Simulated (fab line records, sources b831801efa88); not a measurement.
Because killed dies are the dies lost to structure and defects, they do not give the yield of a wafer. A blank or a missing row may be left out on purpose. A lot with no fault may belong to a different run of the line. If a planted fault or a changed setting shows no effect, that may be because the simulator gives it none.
8D (eight disciplines) problem report, filled in by code + flow gf180mcu + the parts of the form that need people (team, actions taken, sign-off) are left out

== 1. PROBLEM STATEMENT ==
Wafers without a fault read 1494 W, standard deviation 4.9; rf_fwd_power_W at GF_V5_ETCH_17 reads a mean of 1735 W on 6 wafers belonging to 2 lots. That puts it +49 standard deviations away from the usual mean.
The step: etches SiO2 in C4F8/O2/Ar, stops on TiN, target depth 855 nm.
First seen on wafer L458.3, day 33 01:00, on rie_diel-02. The record has a number at this step for 18 wafers belonging to 6 lots. By rule, "out" or "out of limits" means more than 4 standard deviations away from the usual mean. Any other wafer with a number is counted as sound.

== 2. WHAT THIS IS AND IS NOT ==
| question                    | is                     | is not                       |
|-----------------------------|------------------------|------------------------------|
| which readings at this step | rf_fwd_power_W         | -                            |
| which lots                  | L458, L460             | L440, L443, L446, L452       |
| which wafers of those lots  | all that have a number | -                            |
| read on which tools         | rie_diel-02            | rie_diel-04                  |
| when                        | from day 33 01:00      | up to then (12 sound wafers) |

== 3. WHAT RULES OUT EACH SUSPECT ==
Counting: any tool at a process step up to the reading is kept as a suspect provided that every lot that is out went through it and no sound lot did after the first of them.
- rie_diel-02 at GF_V5_ETCH_16 (etches BARC in N2/H2): kept. All lots that are out passed through it, beginning with L458 at day 33 01:01, and no sound lot followed; its final sound lot before that point was L452 at day 31 13:43.
- rie_diel-02 at GF_V5_ETCH_17 (etches SiO2 in C4F8/O2/Ar, stops on TiN, target depth 855 nm): kept. All lots that are out passed through it, beginning with L458 at day 33 01:00, and no sound lot followed; its final sound lot before that point was L452 at day 31 13:00. Its own rf_fwd_power_W readings are out on those wafers.
Remaining after the count are rie_diel-02 at GF_V5_ETCH_16 and rie_diel-02 at GF_V5_ETCH_17.

== 4. THE CAUSE (what the simulator had put in) ==
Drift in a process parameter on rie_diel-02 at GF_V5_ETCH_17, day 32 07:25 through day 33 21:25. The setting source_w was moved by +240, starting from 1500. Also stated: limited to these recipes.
Of the 2 suspects that counting leaves, this tool is one.

== 5. THE CHAIN OF EFFECTS, in route order ==
Each row: a reading whose mean over the struck wafers that have a number lies more than 3 standard deviations from the usual. Only readings whose record carries a usual standard deviation are examined. hours: median over the lots of the time between each lot's start at the first step of this table that gives one and its start at this step. sigmas: the change, counted in usual standard deviations.
| hours | step          | reading        | usual  | on struck wafers | change | sigmas |
|-------|---------------|----------------|--------|------------------|--------|--------|
| 0     | GF_V5_ETCH_17 | rf_fwd_power_W | 1494 W | 1735             | +241   | +49    |
It contains these process steps:
- GF_V5_ETCH_17: etches SiO2 in C4F8/O2/Ar, stops on TiN, target depth 855 nm.

== 6. WHAT WOULD HAVE CAUGHT IT SOONER ==
In this record the first reading out of limits was taken at day 33 01:00, 18 hours after the fault began at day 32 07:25.
